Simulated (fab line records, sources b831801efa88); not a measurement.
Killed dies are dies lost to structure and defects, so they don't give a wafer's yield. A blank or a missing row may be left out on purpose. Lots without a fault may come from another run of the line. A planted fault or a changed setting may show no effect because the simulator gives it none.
fab line records | flow sfq_line | part 2 of 2: steps 26 to 34 of 34
record lots=5 wafers=15 last_day=85
route steps=325 shown JJ@178 M5@198 A5B@209 R5@212
lots that met no fault: from a run of the same line without faults
start_h: hours from the record's first day to the start of the lot's first wafer shown | wait_h: hours since the lot's step before | " the same as in the row above | L1.1+2: a row that stands for several wafers | - no value, or no start given | * or withheld: withheld | < > ~ a bound
route shown NAME@n: a module of which the file shows steps, and the number in the route of the first | usual: mean/standard deviation of fault-free wafers | same: alike in all rows | chamber/n: place in a boat | sites: the reading at each site | _std_site: their standard deviation | _edge_site: outer sites' mean less inner sites' | radius_mm: how far each site lies from the wafer's centre | mask NAME#n: copy n | behind: the tool/chamber that last shaped the wafer | hold: why the lot was held/for how many hours/how that ended | device: the transistor (n, p or np) that didn't switch | end of line: the same wafers' tests at the end of the route | a step without rows: its recipe alone | killed: dies lost to structure and defects at the first sort, not the wafer's yield | map: a wafer's dies, x killed, . not, _ none there
set.NAME: the setting as run; set.NAME@STEP: as run at that earlier step | model.NAME: the simulator's own value behind a step, which no gauge read
lots at some steps of the route; a table a step, a row a wafer
services: from which hour (start_h, from the record's first day; less than 0 if before it) a tool's chamber was out of use, for how many hours, and why
## steps
# step SFQ_M5_OVL_MEAS_932
# usual M5_OVL=0/5.2
# columns lot.wafer tool chamber start_h wait_h M5_OVL[nm]
L075.2 overlay-02 - 1438.28 0.1 4
L075.5 " - " " 4
L075.6 " - " " 4
L077.1 overlay-02 - 1453.78 0.1 -5
L077.3 " - " " -1
L077.4 " - " " -7
L087.1 overlay-01 - 1632.20 0.1 -5
L087.2 " - " " -12
L087.5 " - " " -7
L089.2 overlay-01 - 1642.49 0.1 5
L089.4 " - " " 2
L089.5 " - " " 8
L091.2 overlay-02 - 1647.29 0.1 -4
L091.5 " - " " 5
L091.6 " - " " -1
# step SFQ_TRILAYER_M5_BARC_OPEN_METAL_ETCH_161
# recipe mask_material=PR chemistry=O2 target_depth_nm=125 target=BARC icp_w=600 bias_w=80 pressure_mtorr=10 time_s=41.7
# usual drypump_motor_current_A=5.8/0.4 he_backside_leak_sccm=3.4/0.34 oes_product_au=0.686/0.0048
# same time_s=41.7
# columns lot.wafer tool chamber start_h wait_h drypump_motor_current_A he_backside_leak_sccm oes_product_au rf_hours_counter_h
L075.2 rie_metal-04 0 1438.31 0.0 5.0 3.3 0.677 108
L075.5 " 0 " " 5.0 3.5 0.690 -
L075.6 " 1 " " 5.8 3.0 0.679 -
L077.1 rie_metal-04 0 1453.81 0.0 5.0 3.3 0.682 110
L077.3 " 1 " " 5.8 3.3 0.678 -
L077.4 " 0 " " 5.0 3.3 0.679 -
L087.1 rie_metal-03 0 1632.24 0.0 5.9 3.6 0.689 35
L087.2 " 1 " " 5.9 3.7 0.688 83
L087.5 " 0 " " 5.9 3.7 0.698 -
L089.2 rie_metal-04 0 1642.52 0.0 5.0 3.3 0.684 16
L089.4 " 1 " " 5.8 3.2 0.684 -
L089.5 " 0 " " 5.0 3.4 0.685 -
L091.2 rie_metal-03 1 1647.32 0.0 6.0 3.7 0.684 86
L091.5 " 1 " " 6.0 3.7 0.694 -
L091.6 " 0 " " 5.9 3.6 0.686 -
# step SFQ_TRILAYER_M5_ETCH_METAL_ETCH_126
# recipe target=Nb stop_on=SiO2 mask_material=PR over_etch_frac=0.15 time_s=203.2 chemistry=Cl2/BCl3 target_depth_nm=265 icp_w=600 bias_w=80 pressure_mtorr=10
# usual drypump_motor_current_A=5.8/0.4 he_backside_leak_sccm=3.4/0.35 oes_product_au=0.728/0.0066
# same time_s=203.2
# columns lot.wafer tool chamber start_h wait_h drypump_motor_current_A he_backside_leak_sccm oes_product_au rf_hours_counter_h
L075.2 rie_metal-04 0 1438.37 0.0 5.0 3.4 0.734 108
L075.5 " 0 " " 5.0 3.3 0.731 -
L075.6 " 1 " " 5.8 3.2 0.733 -
L077.1 rie_metal-04 0 1453.87 0.0 5.0 3.3 0.740 110
L077.3 " 1 " " 5.8 3.3 0.729 -
L077.4 " 0 " " 5.0 3.3 0.728 -
L087.1 rie_metal-03 0 1632.30 0.0 5.9 3.6 0.716 35
L087.2 " 1 " " 6.0 3.7 0.718 83
L087.5 " 0 " " 5.9 3.6 0.729 -
L089.2 rie_metal-04 0 1642.58 0.0 5.0 3.1 0.724 16
L089.4 " 1 " " 5.8 3.4 0.733 -
L089.5 " 0 " " 5.0 3.1 0.731 -
L091.2 rie_metal-03 1 1647.38 0.0 6.0 3.8 0.718 86
L091.5 " 1 " " 5.9 3.8 0.728 -
L091.6 " 0 " " 5.9 3.5 0.729 -
# step SFQ_TRILAYER_M5_STRIP_STRIP_127
# recipe gas=O2 power_w=200 platen_temp_c=40 overash_fraction=0.65 chemistry=O2 pressure_mtorr=50
# usual drypump_motor_current_A=5.8/0.4 he_backside_leak_sccm=3.5/0.33 oes_product_au=1.001/0.016
# columns lot.wafer tool chamber start_h wait_h drypump_motor_current_A he_backside_leak_sccm oes_product_au rf_hours_counter_h
L075.2 rie_metal-04 0 1438.56 0.1 5.0 3.3 1.012 108
L075.5 " 0 " " 5.0 3.2 1.009 -
L075.6 " 1 " " 5.8 3.4 1.002 -
L077.1 rie_metal-04 0 1454.07 0.1 5.0 3.2 1.014 111
L077.3 " 1 " " 5.8 3.2 1.005 -
L077.4 " 0 " " 5.0 3.3 1.004 -
L087.1 rie_metal-03 0 1632.49 0.1 5.9 3.7 0.985 35
L087.2 " 1 " " 6.0 3.8 1.004 83
L087.5 " 0 " " 5.9 3.6 0.993 -
L089.2 rie_metal-04 0 1642.77 0.1 5.0 3.2 0.990 16
L089.4 " 1 " " 5.8 3.4 1.026 -
L089.5 " 0 " " 5.0 3.0 0.984 -
L091.2 rie_metal-03 1 1647.57 0.1 6.0 3.9 1.005 86
L091.5 " 1 " " 6.0 3.9 0.995 -
L091.6 " 0 " " 5.9 3.6 0.994 -
# step SFQ_TRILAYER_M5_STRIP_SOLV_CLEAN_128
# recipe chemistry=NMP temp_c=70 time_s=600
# same time_s=600
# columns lot.wafer tool chamber start_h wait_h
L075.2+5+6 wet_bench-01 6,7,2 1439.16 0.4
L077.1+3+4 wet_bench-01 5,3,6 1454.67 0.4
L087.1+2+5 wet_bench-04 7,1,0 1633.09 0.4
L089.2+4+5 wet_bench-01 3,5,0 1643.37 0.4
L091.2+5+6 wet_bench-02 5,1,2 1648.17 0.4
# step SFQ_TRILAYER_A5B_DEP_PECVD_129
# recipe material=SiO2 temp_c=150 time_s=133.33 pressure_torr=2.4 rf_w=183.3 precursor=SiH4/N2O target_thk_nm=600
# usual heater_power_w=93/17 throttle_valve_pct=24.9/1
# same time_s=133.33
# columns lot.wafer tool chamber start_h wait_h heater_power_w throttle_valve_pct
L075.2 pecvd-01 1 1439.37 0.0 84 24.0
L075.5 " 2 " " 77 23.4
L075.6 " 0 " " 80 23.1
L077.1 pecvd-02 1 1454.84 0.0 91 23.8
L077.3 " 0 " " 85 26.3
L077.4 " 0 " " 90 26.4
L087.1 pecvd-02 2 1633.27 0.0 93 25.0
L087.2 " 0 " " 82 26.8
L087.5 " 1 " " 91 24.2
L089.2 pecvd-03 2 1643.55 0.0 116 25.5
L089.4 " 2 " " 96 25.7
L089.5 " 0 " " 78 24.7
L091.2 pecvd-01 2 1648.35 0.0 65 24.2
L091.5 " 1 " " 87 24.3
L091.6 " 2 " " 71 24.5
# step SFQ_TRILAYER_A5B_CMP_CMP_130
# recipe stop_on=Nb down_force_psi=3 platen_rpm=60 target_thk_nm=340.7
# usual motor_current_A=10.0/1.5
# columns lot.wafer tool chamber start_h wait_h motor_current_A
L075.2 cmp-02 1 1441.55 2.1 12.1
L075.5 " 1 1443.55 4.1 11.9
L075.6 " 2 " " 8.9
L077.4 cmp-02 2 1456.55 1.6 9.8
L077.3 " 0 1457.55 2.7 10.3
L077.1 " 1 " " 10.7
L087.1 cmp-01 1 1633.86 0.5 10.3
L087.2 " 2 " " 8.2
L087.5 " 1 1635.86 2.5 10.2
L089.4 cmp-01 1 1643.64 0.0 10.2
L089.2 " 2 " " 8.0
L089.5 " 2 1646.14 2.5 7.9
L091.2 cmp-02 0 1650.74 2.3 10.1
L091.5 " 3 1652.24 3.8 9.5
L091.6 " 0 " " 9.8
# step SFQ_TRILAYER_A5B_METRO_MEASURE_131
# usual thk_nm=342/5
# columns lot.wafer tool chamber start_h wait_h thk_nm
L075.2 film_metro-02 - 1444.75 2.7 346
L075.5 " - " " 348
L075.6 " - " " 350
L077.1 film_metro-02 - 1459.55 1.0 338
L077.3 " - " " 337
L077.4 " - " " 336
L087.1 film_metro-02 - 1636.36 2.0 347
L087.2 " - " " 341
L087.5 " - " " 345
L089.2 film_metro-01 - 1646.84 2.2 334
L089.4 " - " " 332
L089.5 " - " " 339
L091.2 film_metro-03 - 1653.44 2.2 344
L091.5 " - " " 333
L091.6 " - " " 334
# step SFQ_TRILAYER_R5_DEP_SPUTTER_132
# recipe material=Ti base_pressure_pa=1.33e-06 target_thk_nm=5 power_w=2000 time_s=5 chamber_pressure_pa=0.4
# usual throttle_valve_pct=29.7/1.2
# same time_s=5
# columns lot.wafer tool chamber start_h wait_h throttle_valve_pct
L075.2 pvd_sputter-05 - 1445.75 0.8 30.4
L075.5 " - " " 29.4
L075.6 " - " " 32.1
L077.1 pvd_sputter-03 - 1460.75 1.0 28.7
L077.3 " - " " 30.1
L077.4 " - " " 29.2
L087.1 pvd_sputter-03 - 1637.56 1.0 30.1
L087.2 " - " " 29.1
L087.5 " - " " 28.7
L089.2 pvd_sputter-03 - 1647.84 0.8 29.1
L089.4 " - " " 28.7
L089.5 " - " " 29.3
L091.2 pvd_sputter-05 - 1654.44 0.8 29.3
L091.5 " - " " 31.1
L091.6 " - " " 31.6
## services
# columns tool chamber start_h hours kind
pvd_sputter-05 - 1287.83 0.9 repair
krf_scanner-01 - 1298.43 1.3 pm
rie_metal-02 0 1309.85 4.2 repair
rie_metal-04 - 1310.47 0.2 repair
rie_metal-02 - 1323.88 0.4 repair
pvd_sputter-03 - 1340.24 3.3 repair
rie_metal-04 - 1342.18 2.8 pm
rie_metal-03 - 1342.63 28.1 pm
pvd_sputter-03 - 1353.59 10.3 repair
rie_metal-04 1 1357.34 7.5 repair
krf_scanner-01 - 1377.85 1.0 pm
pvd_sputter-05 - 1425.25 1.3 repair
krf_scanner-01 - 1439.98 0.8 pm
krf_scanner-01 - 1441.93 0.8 pm
krf_scanner-01 - 1475.30 1.3 pm
pvd_sputter-05 - 1498.05 4.3 repair
krf_scanner-01 - 1542.60 4.0 pm
krf_scanner-01 - 1546.74 1.0 pm
pvd_sputter-03 - 1567.56 5.1 repair
krf_scanner-01 - 1600.01 0.6 repair
krf_scanner-01 - 1608.98 0.8 pm
krf_scanner-01 - 1611.95 1.4 repair
krf_scanner-01 - 1630.42 0.8 repair
krf_scanner-01 - 1650.58 1.3 pm
